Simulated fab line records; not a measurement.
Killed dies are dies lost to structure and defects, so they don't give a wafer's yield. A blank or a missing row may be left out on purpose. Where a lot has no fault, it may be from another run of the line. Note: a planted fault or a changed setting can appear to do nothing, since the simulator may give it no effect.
fab line records	flow sky130
record: lots: 6	wafers: 18	last-day: 50
route steps=708 shown METAL3@566 VIA3@573 PAD_OPEN@708
lots that met no fault: taken from a fault-free run of the same line
start-h: the number of hours between the record's first day and the start of the first shown wafer of the lot	wait-h: how many hours have passed since the lot's step before this one	" the same as in the row above	L1.1+2: one row covering several wafers at once	- value missing, or start not given	* or withheld: withheld	< > ~ a bound
route shown NAME@n: a module of which the file shows steps, and the number in the route of the first	usual: mean and standard deviation over wafers with no fault	same: alike in all rows	chamber/n: place in a boat	sites: per-site readings	_std_site: the standard deviation of these	_edge_site: inner sites' mean taken away from outer sites' mean	radius-mm: for every site, how far away it sits from the centre of the wafer	mask NAME#n: copy n	behind: the last tool/chamber to shape the wafer	hold: why the lot went on hold/how many hours it stayed there/how the hold came to an end	device: whichever transistor did not switch (one of n, p or np)	end of line: tests of these same wafers at the route's end	a step given without rows: its recipe and nothing more	killed: dies lost to structure and defects at the first sort, not the wafer's yield	map: shows each die of a wafer: x if killed, . if not, _ if none is there
set.NAME: setting as actually run; set.NAME@STEP: the setting as run at that earlier step	model.NAME: the simulator's own value behind a step, which no gauge read
certain route steps with their lots: each step a table, each wafer a row
services: from which hour (start-h, from the record's first day; less than 0 if before it) a tool's chamber was out of use, for how many hours, and why
== steps ==
step: SKY_METAL3_ETCH_16
recipe: chemistry: N2/H2	target: BARC	ion-energy-ev: 200	bias-w: 100	pressure-mtorr: 30	n2-flow-sccm: 100	h2-flow-sccm: 200	icp-w: 500	stop-on: SiO2	time-s: 88.2	target-depth-a: 600
usual: drypump-motor-current-A: 5.92/0.29	oes-product-au: 0.626/0.0049	rf-fwd-power-W: 497.0/1.5	throttle-valve-pct: 13.206/0.0088
lot.wafer	tool	chamber	start-h	wait-h	drypump-motor-current-A	oes-product-au	rf-fwd-power-W	rf-hours-counter-h	throttle-valve-pct
L493.3	rie-metal-01	1	896.32	0.1	6.48	0.627	496.5	-	13.200
L493.4	"	0	"	"	5.18	0.630	498.6	-	13.203
L493.6	"	1	"	"	6.46	0.630	496.1	-	13.198
L496.1	rie-metal-02	0	920.47	0.0	5.89	0.628	497.3	11	13.195
L496.3	"	0	"	"	5.89	0.623	496.0	-	13.213
L496.4	"	1	"	"	6.13	0.628	495.6	-	13.205
L497.1	rie-metal-02	1	928.29	0.0	6.13	0.630	498.0	9	13.206
L497.5	"	0	"	"	5.87	0.638	498.7	-	13.203
L497.6	"	1	"	"	6.12	0.623	495.6	-	13.213
L508.2	rie-metal-03	1	1016.39	0.0	5.96	0.627	496.9	13	13.225
L508.4	"	1	"	"	6.02	0.623	495.7	-	13.209
L508.5	"	0	"	"	5.82	0.624	497.6	-	13.201
L509.1	rie-metal-03	0	1016.77	0.0	5.82	0.628	496.3	15	13.201
L509.2	"	1	"	"	5.99	0.626	497.6	13	13.202
L509.6	"	0	"	"	5.82	0.629	499.1	-	13.197
L516.1	rie-metal-01	1	1067.57	0.0	6.49	0.623	496.0	17	13.196
L516.4	"	0	"	"	5.20	0.631	498.5	-	13.186
L516.6	"	1	"	"	6.48	0.627	495.7	-	13.206
step: SKY_METAL3_ETCH_17
recipe: target: SiO2	stop-on: TiN	chemistry: C4F8/O2/Ar	source-w: 1500	bias-w: 1200	pressure-mtorr: 40	c4f8-flow-sccm: withheld	O2_flow_sccm: 6	Ar_flow_sccm: 300	time-s: 3.9	target-depth-a: 150
usual: oes-product-au: 0.756/0.0081	rf-fwd-power-W: 1470/7.6
lot.wafer	tool	chamber	start-h	wait-h	oes-product-au	rf-fwd-power-W	rf-hours-counter-h
L493.3	rie-diel-04	0	896.41	0.0	0.752	1461	9
L493.4	"	3	"	"	0.771	1474	5
L493.6	"	0	"	"	0.763	1473	-
L496.1	rie-diel-03	2	920.57	0.1	0.759	1455	2
L496.3	"	0	"	"	0.746	1460	24
L496.4	"	3	"	"	0.763	1465	21
L497.1	rie-diel-03	2	928.39	0.1	0.759	1465	3
L497.5	"	0	"	"	0.750	1461	-
L497.6	"	1	"	"	0.758	1471	-
L508.2	rie-diel-03	1	1016.49	0.1	0.749	1472	4
L508.4	"	0	"	"	0.759	1465	0
L508.5	"	3	"	"	0.761	1472	-
L509.1	rie-diel-04	1	1016.87	0.1	0.770	1469	14
L509.2	"	3	"	"	0.751	1473	8
L509.6	"	1	"	"	0.778	1465	-
L516.1	rie-diel-01	3	1067.67	0.1	0.749	1461	24
L516.4	"	0	"	"	0.768	1480	15
L516.6	"	0	"	"	0.757	1468	-
step: SKY_METAL3_METAL_ETCH_18
recipe: target-depth-a: 8450	stop-on: SiO2	over-etch-frac: 0.3	time-s: 183.1	chemistry: Cl2/BCl3	resist-sidewall-deg: 88	pressure-mtorr: 10	icp-w: 900	bias-w: 48.5	Cl2_flow_sccm: 60	bcl3-flow-sccm: 30
usual: bcl3-flow-sccm: 30.00/0.083	drypump-motor-current-A: 5.9/0.39	oes-product-au: 0.869/0.0081	rf-fwd-power-W: 897/3.1	throttle-valve-pct: 22.265/0.0091
lot.wafer	tool	chamber	start-h	wait-h	bcl3-flow-sccm	drypump-motor-current-A	oes-product-au	rf-fwd-power-W	rf-hours-counter-h	throttle-valve-pct
L493.3	rie-metal-03	0	896.49	0.1	29.93	5.8	0.865	892	-	22.253
L493.4	"	1	"	"	29.96	6.0	0.874	896	-	22.264
L493.6	"	1	"	"	29.98	6.0	0.870	892	-	22.275
L496.1	rie-metal-01	1	920.58	0.0	29.99	6.5	0.865	894	10	22.263
L496.3	"	0	"	"	30.06	5.2	0.869	892	-	22.275
L496.4	"	1	"	"	29.86	6.4	0.880	893	-	22.264
L497.1	rie-metal-03	1	928.41	0.0	30.06	6.0	0.883	895	8	22.260
L497.5	"	1	"	"	29.99	6.0	0.871	899	-	22.258
L497.6	"	0	"	"	29.97	5.8	0.874	902	-	22.259
L508.2	rie-metal-01	0	1016.51	0.0	29.99	5.1	0.880	896	9	22.265
L508.4	"	0	"	"	29.93	5.2	0.867	896	-	22.253
L508.5	"	0	"	"	29.90	5.2	0.873	897	-	22.266
L509.1	rie-metal-02	1	1016.89	0.0	29.93	6.1	0.877	893	14	22.261
L509.2	"	0	"	"	29.97	5.9	0.876	899	16	22.250
L509.6	"	0	"	"	29.96	5.9	0.860	900	-	22.264
L516.1	rie-metal-02	1	1067.69	0.0	29.99	6.1	0.865	899	17	22.280
L516.4	"	0	"	"	30.00	5.9	0.876	895	-	22.253
L516.6	"	1	"	"	29.97	6.1	0.875	898	-	22.267
step: SKY_METAL3_STRIP_19
recipe: chemistry: O2/N2	power-w: 1400	pressure-mtorr: 1500	platen-temp-c: withheld	o2-flow-sccm: 3000	n2-flow-sccm: 300	overash-fraction: 0.5
usual: drypump-motor-current-A: 5.81/0.26	oes-product-au: 0.501/0.0081	strip-time-to-endpoint-s: 6.50/0.15
lot.wafer	tool	chamber	start-h	wait-h	drypump-motor-current-A	oes-product-au	rf-hours-counter-h	strip-time-to-endpoint-s
L493.3	plasma-asher-04	1	896.64	0.1	5.94	0.498	-	6.34
L493.4	"	0	"	"	5.51	0.500	-	6.42
L493.6	"	0	"	"	5.55	0.493	-	6.36
L496.1	plasma-asher-03	0	920.76	0.1	6.09	0.504	49	6.47
L496.3	"	1	"	"	5.67	0.518	-	6.68
L496.4	"	0	"	"	6.05	0.505	-	6.54
L497.1	plasma-asher-02	1	928.59	0.1	5.48	0.485	107	6.34
L497.5	"	1	"	"	5.47	0.498	-	6.34
L497.6	"	0	"	"	6.13	0.487	-	6.33
L508.2	plasma-asher-03	1	1016.69	0.1	5.69	0.503	58	6.64
L508.4	"	1	"	"	5.71	0.511	-	6.63
L508.5	"	0	"	"	6.09	0.500	-	6.64
L509.1	plasma-asher-02	1	1017.06	0.1	5.45	0.499	116	6.63
L509.2	"	0	"	"	6.14	0.496	116	6.38
L509.6	"	1	"	"	5.47	0.504	-	6.36
L516.1	plasma-asher-02	1	1067.86	0.1	5.49	0.515	1	6.90
L516.4	"	1	"	"	5.49	0.499	-	6.40
L516.6	"	0	"	"	6.13	0.511	-	6.88
step: SKY_METAL3_STRIP_20
recipe: chemistry: post-etch-residue-remover	time-s: 1200	temp-c: 72.5
step: SKY_METAL3_CLEAN_21
recipe: chemistry: IPA	time-s: 180	temp-c: 25
step: SKY_METAL3_CLEAN_22
recipe: chemistry: O3/DIW	dry: n2-spin
step: SKY_VIA3_HDPCVD_00
recipe: material: SiO2	target-thk-nm: 1635	sigma-open-frac: 0.3	time-s: 272.5	temp-c: 400	sih4-flow-sccm: 60	pressure-mtorr: 6
step: SKY_VIA3_THK_MEAS_01
recipe: reads: SiO2_of_VIA3_HDPCVD_00
usual: VIA3_HDPCVD_THK: 1639/20
lot.wafer	tool	chamber	start-h	wait-h	VIA3_HDPCVD_THK[nm]
L493.3	film-metro-01	-	897.38	0.1	1652
L493.4	"	-	"	"	1642
L493.6	"	-	"	"	1613
L496.1	film-metro-02	-	921.56	0.1	1646
L496.3	"	-	"	"	1620
L496.4	"	-	"	"	1617
L497.1	film-metro-02	-	929.43	0.2	1636
L497.5	"	-	"	"	1672
L497.6	"	-	"	"	1616
L508.2	film-metro-01	-	1017.49	0.1	1634
L508.4	"	-	"	"	1651
L508.5	"	-	"	"	1639
L509.1	film-metro-04	-	1017.85	0.1	1627
L509.2	"	-	"	"	1636
L509.6	"	-	"	"	1631
L516.1	film-metro-01	-	1068.62	0.1	1646
L516.4	"	-	"	"	1654
L516.6	"	-	"	"	1624
step: SKY_VIA3_CMP_02
recipe: material: SiO2	down-force-psi: 4	platen-rpm: 60	pad-velocity-m-s: 0.94248
usual: motor-current-A: 12.0/1.5
lot.wafer	tool	chamber	start-h	wait-h	motor-current-A
L493.3	cmp-02	3	897.47	0.1	10.1
L493.4	"	1	"	"	11.9
L493.6	"	3	"	"	10.5
L496.3	cmp-01	3	921.62	0.0	10.0
L496.1	"	0	"	"	14.5
L496.4	"	1	"	"	12.7
L497.1	cmp-01	2	929.49	0.1	10.7
L497.6	"	2	"	"	11.6
L497.5	"	3	"	"	9.9
L508.4	cmp-02	3	1017.59	0.1	10.3
L508.2	"	0	"	"	12.2
L508.5	"	2	"	"	13.7
L509.2	cmp-01	2	1018.01	0.1	11.0
L509.1	"	3	"	"	9.8
L509.6	"	0	"	"	15.7
L516.4	cmp-02	0	1068.68	0.0	12.3
L516.1	"	2	"	"	13.2
L516.6	"	1	"	"	11.3
step: SKY_VIA3_BOW_MEAS_03
recipe: mode: bow
usual: VIA3_BOW: 79/7.5
lot.wafer	tool	chamber	start-h	wait-h	VIA3_BOW[um]
L493.3	film-metro-01	-	897.76	0.2	85
L493.4	"	-	"	"	89
L493.6	"	-	"	"	88
L496.1	film-metro-04	-	921.92	0.2	74
L496.3	"	-	"	"	70
L496.4	"	-	"	"	80
L497.1	film-metro-01	-	929.79	0.2	88
L497.5	"	-	"	"	76
L497.6	"	-	"	"	79
L508.2	film-metro-01	-	1017.86	0.2	70
L508.4	"	-	"	"	87
L508.5	"	-	"	"	81
L509.1	film-metro-01	-	1018.21	0.1	75
L509.2	"	-	"	"	88
L509.6	"	-	"	"	82
L516.1	film-metro-02	-	1068.98	0.1	78
L516.4	"	-	"	"	99
L516.6	"	-	"	"	81
step: SKY_VIA3_DEHYDRATE_04
recipe: temp-c: 200	time-s: 60
step: SKY_VIA3_HMDS_05
recipe: prime-time-s: 60	prime-temp-c: 120
usual: prime-temp-c: 120.01/0.15
lot.wafer	tool	chamber	start-h	wait-h	prime-temp-c
L493.3	litho-track-03	0	909.88	0.1	120.08
L493.4	"	0	"	"	120.06
L493.6	"	0	"	"	120.07
L496.1	litho-track-03	0	934.33	0.1	124.79
L496.3	"	0	"	"	124.62
L496.4	"	0	"	"	124.80
L497.1	litho-track-03	0	941.53	0.1	124.58
L497.5	"	0	"	"	124.81
L497.6	"	0	"	"	124.49
L508.2	litho-track-03	0	1028.61	0.1	120.29
L508.4	"	0	"	"	120.25
L508.5	"	0	"	"	120.09
L509.1	litho-track-02	0	1028.95	0.1	120.14
L509.2	"	0	"	"	119.94
L509.6	"	0	"	"	120.16
L516.1	litho-track-02	0	1079.30	0.1	120.06
L516.4	"	0	"	"	120.25
L516.6	"	0	"	"	119.92
step: SKY_VIA3_COAT_06
recipe: resist: BARC	temp-c: withheld	time-s: withheld	spin-rpm: 3000	resist-thk-nm: 60
step: SKY_PAD_OPEN_PROBE_99
usual: defect-limited-yield: 82.8/2.1	killed_at_M0_to_M3: 42/6.6	killed_at_M4_up: 3.1/1.9	killed-at-contacts: 24/5.6	killed-at-front-end: 15/4.8	killed-at-other: 0.3/0.48	killed-dies: 84/10	killed-open: 47/6.8	killed-short: 37/6.8	sort_bin_3_pad_short: 0.9/0.48	sort_bin_5_function: 10.1/1.4	sort_bin_6_memory: 6.2/1.2	sort-n-pass: 408/10	sort-yield-pct: 82.8/2.1
same: gross-dies: 492	killed-at-back-side: 0	sort_bin_4_leakage[%]: 0	sort_bin_8_speed[%]: 0
lot.wafer	tool	chamber	start-h	wait-h	defect-limited-yield[%]	killed_at_M0_to_M3	killed_at_M4_up	killed-at-contacts	killed-at-front-end	killed-at-other	killed-dies	killed-open	killed-short	sort_bin_3_pad_short[%]	sort_bin_5_function[%]	sort_bin_6_memory[%]	sort-n-pass	sort-yield-pct[%]
L493.3	prober-01	-	1071.97	0.2	84.1	41	0	19	18	0	78	45	33	0.6	11.6	3.7	414	84.1
L493.4	prober-01	-	1072.02	0.2	82.9	38	5	23	17	1	84	43	41	0.4	10.6	6.1	408	82.9
L493.6	prober-01	-	1072.12	0.2	82.9	36	5	25	18	0	84	44	40	0.8	8.7	7.5	408	82.9
L496.1	prober-02	-	1092.05	0.1	82.1	40	6	20	21	1	88	50	38	0.4	11.2	6.3	404	82.1
L496.3	prober-02	-	1092.15	0.2	84.1	49	2	13	13	1	78	44	34	0.8	10.0	5.1	414	84.1
L496.4	prober-02	-	1092.20	0.2	80.5	47	4	32	13	0	96	47	49	0.4	10.2	8.9	396	80.5
L497.1	prober-01	-	1097.63	0.1	84.8	31	2	26	16	0	75	36	39	1.2	8.5	5.5	417	84.8
L497.5	prober-01	-	1097.83	0.2	80.9	37	5	33	19	0	94	46	48	0.6	13.0	5.5	398	80.9
L497.6	prober-01	-	1097.88	0.2	80.7	52	1	25	17	0	95	51	44	0.6	12.0	6.7	397	80.7
L508.2	prober-02	-	1168.17	0.1	83.5	49	4	22	6	0	81	42	39	0.4	11.0	5.1	411	83.5
L508.4	prober-02	-	1168.27	0.2	85.2	37	3	15	18	0	73	43	30	0.2	11.4	3.3	419	85.2
L508.5	prober-02	-	1168.32	0.2	80.7	50	4	23	17	1	95	56	39	1.2	11.4	6.7	397	80.7
L509.1	prober-01	-	1168.49	0.1	81.5	49	3	27	12	0	91	56	35	1.2	10.4	6.9	401	81.5
L509.2	prober-01	-	1168.54	0.1	81.5	40	1	38	12	0	91	49	42	0.4	11.0	7.1	401	81.5
L509.6	prober-01	-	1168.74	0.2	83.7	37	2	30	11	0	80	43	37	0.8	9.3	6.1	412	83.7
L516.1	prober-02	-	1203.38	0.1	85.0	44	1	18	11	0	74	43	29	0.4	10.2	4.5	418	85.0
L516.4	prober-02	-	1203.53	0.2	83.9	42	2	21	14	0	79	37	42	0.4	9.3	6.3	413	83.9
L516.6	prober-02	-	1203.63	0.2	83.1	44	3	27	9	0	83	47	36	0.8	9.3	6.7	409	83.1
killed by level:class
L493.3 VIA1:geometric-particle:open=12 CONTACT:geometric-particle:open=9 METAL2:geometric-particle:short=7 POLY_GATE:geometric-particle:open=6 FIELD_ISO:geometric-particle:open=5 CONTACT:geometric-particle:short=4 METAL1:geometric-particle:short=4 FIELD_ISO:geometric-particle:short=3
L493.4 CONTACT:geometric-particle:open=9 VIA1:geometric-particle:open=8 METAL2:geometric-particle:short=6 VIA2:geometric-particle:open=6 METAL1:geometric-particle:short=5 VIA2:geometric-particle:short=5 LOCAL_INTERCONNECT:geometric-particle:short=5 POLY_GATE:geometric-particle:short=4
L493.6 CONTACT:geometric-particle:open=10 VIA1:geometric-particle:open=10 LI_CONTACT:geometric-particle:open=8 POLY_GATE:geometric-particle:short=6 VIA3:geometric-particle:open=5 POLY_GATE:geometric-particle:open=4 METAL4:geometric-particle:short=4 METAL1:geometric-particle:short=4
L496.1 VIA1:geometric-particle:open=10 LI_CONTACT:geometric-particle:open=8 VIA3:geometric-particle:open=7 POLY_GATE:geometric-particle:open=6 METAL4:geometric-particle:short=6 CONTACT:geometric-particle:open=6 METAL1:geometric-particle:short=6 VIA2:geometric-particle:open=5
L496.3 VIA2:geometric-particle:open=12 VIA3:geometric-particle:open=9 VIA1:geometric-particle:open=6 POLY_GATE:geometric-particle:open=5 VIA3:geometric-particle:short=5 LI_CONTACT:geometric-particle:short=4 METAL1:geometric-particle:short=4 METAL2:geometric-particle:short=4
L496.4 VIA1:geometric-particle:open=15 CONTACT:geometric-particle:open=10 CONTACT:geometric-particle:short=9 VIA2:geometric-particle:open=7 LI_CONTACT:geometric-particle:short=6 METAL1:geometric-particle:short=5 VIA1:geometric-particle:short=5 POLY_GATE:geometric-particle:short=4
L497.1 CONTACT:geometric-particle:open=9 POLY_GATE:geometric-particle:short=6 LI_CONTACT:geometric-particle:open=6 METAL1:geometric-particle:short=6 VIA2:geometric-particle:open=6 VIA1:geometric-particle:open=5 LI_CONTACT:geometric-particle:short=4 CONTACT:geometric-particle:short=4
L497.5 CONTACT:geometric-particle:open=11 FIELD_ISO:geometric-particle:short=8 LI_CONTACT:geometric-particle:open=8 VIA1:geometric-particle:open=8 FIELD_ISO:geometric-particle:open=7 CONTACT:geometric-particle:short=6 VIA3:geometric-particle:open=6 LOCAL_INTERCONNECT:geometric-particle:short=5
L497.6 METAL1:geometric-particle:short=12 CONTACT:geometric-particle:open=11 VIA1:geometric-particle:open=10 VIA3:geometric-particle:open=9 FIELD_ISO:geometric-particle:short=6 LI_CONTACT:geometric-particle:open=5 CONTACT:geometric-particle:short=5 VIA1:geometric-particle:short=5
L508.2 CONTACT:geometric-particle:open=11 VIA1:geometric-particle:open=10 VIA1:geometric-particle:short=8 METAL2:geometric-particle:short=6 VIA2:geometric-particle:open=6 VIA3:geometric-particle:short=6 CONTACT:geometric-particle:short=5 VIA3:geometric-particle:open=5
L508.4 VIA1:geometric-particle:open=12 FIELD_ISO:geometric-particle:short=5 METAL2:geometric-particle:short=5 VIA3:geometric-particle:open=5 LI_CONTACT:geometric-particle:open=4 CONTACT:geometric-particle:open=4 VIA2:geometric-particle:open=4 FIELD_ISO:geometric-particle:open=3
L508.5 VIA1:geometric-particle:open=13 VIA3:geometric-particle:open=13 LI_CONTACT:geometric-particle:open=8 CONTACT:geometric-particle:open=5 VIA1:geometric-particle:short=5 VIA3:geometric-particle:short=5 FIELD_ISO:geometric-particle:short=4 POLY_GATE:geometric-particle:open=4
L509.1 VIA1:geometric-particle:open=16 CONTACT:geometric-particle:open=14 VIA3:geometric-particle:open=7 CONTACT:geometric-particle:short=6 METAL1:geometric-particle:short=6 VIA2:geometric-particle:open=6 LI_CONTACT:geometric-particle:open=4 POLY_GATE:geometric-particle:open=3
L509.2 CONTACT:geometric-particle:open=15 VIA1:geometric-particle:open=13 LI_CONTACT:geometric-particle:open=9 CONTACT:geometric-particle:short=6 METAL2:geometric-particle:short=6 LOCAL_INTERCONNECT:geometric-particle:short=5 VIA2:geometric-particle:open=5 SPACER:geometric-particle:short=4
L509.6 CONTACT:geometric-particle:open=12 VIA1:geometric-particle:open=10 LI_CONTACT:geometric-particle:open=9 METAL2:geometric-particle:short=6 LOCAL_INTERCONNECT:geometric-particle:short=5 METAL1:geometric-particle:short=4 VIA1:geometric-particle:short=4 POLY_GATE:geometric-particle:short=3
L516.1 VIA1:geometric-particle:open=13 VIA3:geometric-particle:open=7 METAL2:geometric-particle:short=6 METAL1:geometric-particle:short=6 CONTACT:geometric-particle:open=5 CONTACT:geometric-particle:short=5 VIA2:geometric-particle:open=5 SPACER:geometric-particle:open=4
L516.4 METAL1:geometric-particle:short=9 POLY_GATE:geometric-particle:open=7 CONTACT:geometric-particle:open=7 CONTACT:geometric-particle:short=7 VIA3:geometric-particle:open=6 METAL1:geometric-particle:open=4 VIA1:geometric-particle:open=4 VIA1:geometric-particle:short=4
L516.6 LI_CONTACT:geometric-particle:open=10 VIA1:geometric-particle:open=10 METAL2:geometric-particle:short=8 CONTACT:geometric-particle:open=8 METAL1:geometric-particle:short=7 VIA3:geometric-particle:open=6 VIA1:geometric-particle:short=5 VIA2:geometric-particle:open=5
== services ==
tool	chamber	start-h	hours	kind
plasma-asher-03	-	878.80	18.6	repair
rie-diel-04	-	879.72	1.5	repair
cmp-01	-	886.17	18.4	repair
plasma-asher-04	-	894.74	0.4	repair
plasma-asher-04	-	903.33	1.3	repair
cmp-01	-	906.49	0.8	repair
cmp-01	-	912.18	4.0	pm
plasma-asher-02	-	929.94	3.6	repair
rie-metal-01	1	938.43	16.3	repair
rie-diel-03	2	952.07	2.4	repair
cmp-01	-	978.80	0.9	repair
plasma-asher-03	-	988.70	1.8	repair
cmp-02	-	1002.93	1.0	repair
rie-diel-03	-	1011.34	2.8	pm
cmp-01	-	1013.04	1.8	repair
rie-metal-01	1	1020.24	4.8	repair
cmp-01	-	1029.34	2.6	repair
rie-diel-03	3	1042.91	7.6	repair
plasma-asher-03	-	1045.49	0.9	repair
rie-diel-04	0	1049.16	8.0	repair
plasma-asher-02	-	1055.25	9.0	pm
plasma-asher-02	-	1060.22	4.8	repair
rie-diel-03	2	1073.28	1.7	repair
rie-diel-03	3	1074.82	2.4	repair
== key ==
first-sign: step: SKY_VIA3_HMDS_05	reading: prime-temp-c	direction: up	sigmas: 31	usual: *	struck: *
effect none on later readings
met-at SKY_VIA3_HMDS_05
struck-wafers L496.1,L496.3,L496.4,L497.1,L497.5,L497.6
onset-between 909.88 934.33
fault: kind: process-parameter-drift	tool: litho-track-03	chamber: -	onset-h: 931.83	steps: SKY_VIA3_HMDS_05	channel: prime-temp-c	offset: *	shape: step	end-h: 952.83	acts-in: *	stated: *
